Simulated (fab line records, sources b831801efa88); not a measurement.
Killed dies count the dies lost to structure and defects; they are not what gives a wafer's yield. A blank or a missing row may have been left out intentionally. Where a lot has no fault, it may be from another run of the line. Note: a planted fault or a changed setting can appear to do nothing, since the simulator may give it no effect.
Matching of chambers    flow gf180mcu    3 sister chambers for GF_MIM_CVD_05 on pecvd-03
The step deposits Si3N4, target thk 42 nm, time 29.086 s. 3 wafers are shown with their chamber, then 7 later ones without.

WAFERS PAIRED WITH THEIR CHAMBERS
wafer   chamber  heater_power_w (W)
L164.5  2        628
L168.4  1        481
L168.6  0        498

WAFERS WHOSE CHAMBER IS MISSING
wafer   heater_power_w (W)
L169.2  394
L169.5  638
L170.4  469
L170.6  733
L179.2  512
L179.3  436
L179.6  686

EACH ONE'S CHAMBER
wafer   from the rows above           in truth
L169.2  can't be placed: 1 or 0       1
L169.5  2                             2
L170.4  can't be placed: 1 or 0       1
L170.6  2                             2
L179.2  can't be placed: 0 or 1 or 2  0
L179.3  can't be placed: 1 or 0       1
L179.6  2                             2
Correct placement for 3 of the 7. Not placeable from these rows: 4 (in 4, the candidates include the true chamber). Placed wrongly: 0.
How it was worked out, from the rows above alone: a wafer's distance from a chamber is the root of the sum, over the readings, of the square of ((its reading less the chamber's mean) divided by the reading's scatter). If the next closest chamber is less than 2 further off than the closest, the wafer can't be placed; otherwise it belongs to the closest. For every chamber, the mean is computed from those of its wafers that are shown. The scatter: with one shown wafer a chamber, the root of the mean of the squares of how far each hidden wafer lies from its nearest shown one.
